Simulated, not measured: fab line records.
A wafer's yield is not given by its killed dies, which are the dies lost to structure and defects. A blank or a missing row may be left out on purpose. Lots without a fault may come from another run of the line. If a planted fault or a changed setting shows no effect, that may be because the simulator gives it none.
Which tool did it?    flow sky130    18 wafers from 6 lots sampled at 3 of the route's 708 steps

## WHAT EACH GAUGE READ, for each wafer
SKY_CAP2M_OVL_MEAS_12.
lot   measured      on          CAP2M_OVL (nm)
L311  day 44 03:12  overlay-01  0.9 -0.4 -0.4
L313  day 44 07:05  overlay-01  244.7 243.4 242.3
L316  day 45 01:29  overlay-02  244.6 243.8 243.6
L322  day 46 04:17  overlay-02  0.2 0.7 -0.3
L324  day 46 10:11  overlay-02  -1.1 -3.1 -1.6
L327  day 47 06:50  overlay-02  0.7 1.4 1.4

## WHAT TOOL EACH LOT RAN ON (gives the tool, then ch and the chambers of the sampled wafers, and finally the start)
lot   SKY_METAL3_DESCUM_15               SKY_CAP2M_EXPOSE_09
L311  rie metal-01 ch 0,1, day 42 00:54  iline stepper-01 ch 0, day 43 16:07
L313  rie metal-01 ch 0, day 42 04:56    iline stepper-01 ch 0, day 43 20:37
L316  rie metal-02 ch 0,1, day 43 00:35  iline stepper-01 ch 0, day 44 14:26
L322  rie metal-04 ch 0,1, day 44 05:14  iline stepper-02 ch 0, day 45 18:42
L324  rie metal-02 ch 0,1, day 44 09:50  iline stepper-02 ch 0, day 46 00:32
L327  rie metal-04 ch 0,1, day 45 08:45  iline stepper-02 ch 0, day 46 22:25
- SKY_METAL3_DESCUM_15: chemistry O2, time 8 s.
- SKY_CAP2M_EXPOSE_09: exposes mask CAP2M, target cd 1000 nm.

## THE ANSWER, worked out from the rows above alone
Rule: what is usual is taken from the lots themselves. Put in order of their means at a reading, lots are off if they are a third of the lots or fewer, leave a main group of 4 or more, and stand apart from it by a gap of 3 or more times the standard deviation of the main group's means; of several such gaps the widest counts. The tables above print the reading to a certain number of digits; a main group whose means all agree to those digits is not used. Also off: a lot with no number at a reading for which 4 or more lots have one. Where the step has rows for the other lots, those lots are counted as sound.
Off: L313, L316, at SKY_CAP2M_OVL_MEAS_12 (CAP2M_OVL). Main group: mean -0.1 nm, sd 1.1.
If a tool, at a process step before that reading, ran all the lots that are off and no sound lot after the first of them, it fits. Gauges at SKY_CAP2M_OVL_MEAS_12: tried the same way as those tools. One candidate fits, namely iline stepper-01 at SKY_CAP2M_EXPOSE_09. Its last sound lot is L311 (day 43 16:07), its first lot that is off L313 (day 43 20:37): a fault that began between those two fits.

## WHAT THE SIMULATOR HAD PUT IN
Scanner matching overlay: iline stepper-01, from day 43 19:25 on, at SKY_CAP2M_EXPOSE_09. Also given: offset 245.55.
Shown lots that were struck: L313, L316. This agrees with what the rule above found.
